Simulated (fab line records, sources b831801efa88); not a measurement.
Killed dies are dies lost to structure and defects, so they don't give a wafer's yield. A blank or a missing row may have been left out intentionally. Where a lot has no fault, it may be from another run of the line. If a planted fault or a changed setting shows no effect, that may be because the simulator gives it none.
A single fault, viewed from 2 desks | flow gf180mcu | every desk sees just its own numbers, and what lay behind them comes last

== AT THE METROLOGY DESK ==
Lot by lot, what the gauges showed, no matter which tool ran the lot: averages of those sampled wafers that carry a number. The brackets show how far a lot's mean lies from the usual mean; more than 4 standard deviations puts the lot out of limits, marked OUT.
Columns: A = V3_W_THK at GF_V3_THK_MEAS_25, usual 337 nm; B = MIM_CVD_05_THK at GF_MIM_THK_MEAS_06, usual 41.8 nm
lot  | first seen here | A   | B
L577 | day 22 10:53    | 333 | 42.1
L579 | day 23 10:25    | 329 | 41.1
L581 | day 24 09:16    | 334 | 41.7
L585 | day 25 17:40    | 338 | 41.7
L587 | day 26 06:04    | 339 | 40.8
L588 | day 26 14:44    | 347 | 42.0
L589 | day 27 00:17    | 325 | 41.9
L594 | day 28 09:22    | 330 | 47.1 (+8.8) OUT
L596 | day 29 00:01    | 341 | 47.7 (+9.8) OUT
L597 | day 29 02:20    | 340 | 42.7
L599 | day 29 17:25    | 336 | 41.9
L600 | day 30 02:01    | 335 | 42.1
This desk finds L594, L596 out of limits, with the earliest case on L594 at day 30 03:07 (MIM_CVD_05_THK at GF_MIM_THK_MEAS_06). In limits: L577, L579, L581, L585, L587, L588, L589, L597, L599, L600.

== TOOL OWNER'S DESK, pecvd-02 ==
The tool's own readings at GF_MIM_CVD_05 (deposits Si3N4, target thk 42 nm, time 29.086 s): means of the sampled wafers that have a number, for each lot that ran on this tool. The brackets show how far a lot's mean lies from the usual mean; more than 4 standard deviations puts the lot out of limits, marked OUT.
Columns: A = heater_power_w at GF_MIM_CVD_05, usual 656 W
lot  | first seen here | A
L577 | day 24 12:23    | 668
L579 | day 25 10:23    | 655
L581 | day 26 08:57    | 601
L587 | day 28 01:55    | 618
L594 | day 30 03:05    | 602
L596 | day 30 17:10    | 636
This desk found nothing out of limits on any of the 6 lots.

== PUT TOGETHER ==
At day 30 03:07 the metrology desk could have sounded an alarm, on L594, L596.
The tool owner's desk saw nothing out of limits.
On record at the tool owner's desk: L594, L596, within its limits.
Of the lots named, all ran GF_MIM_CVD_05 on pecvd-02.

== WHAT HAD BEEN PUT IN BY THE SIMULATOR ==
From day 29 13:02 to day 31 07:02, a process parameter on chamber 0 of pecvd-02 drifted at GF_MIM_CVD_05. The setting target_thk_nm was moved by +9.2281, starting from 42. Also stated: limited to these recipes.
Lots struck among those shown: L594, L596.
Hours from the fault's start to each desk's first reading out of limits: the metrology desk, 14.
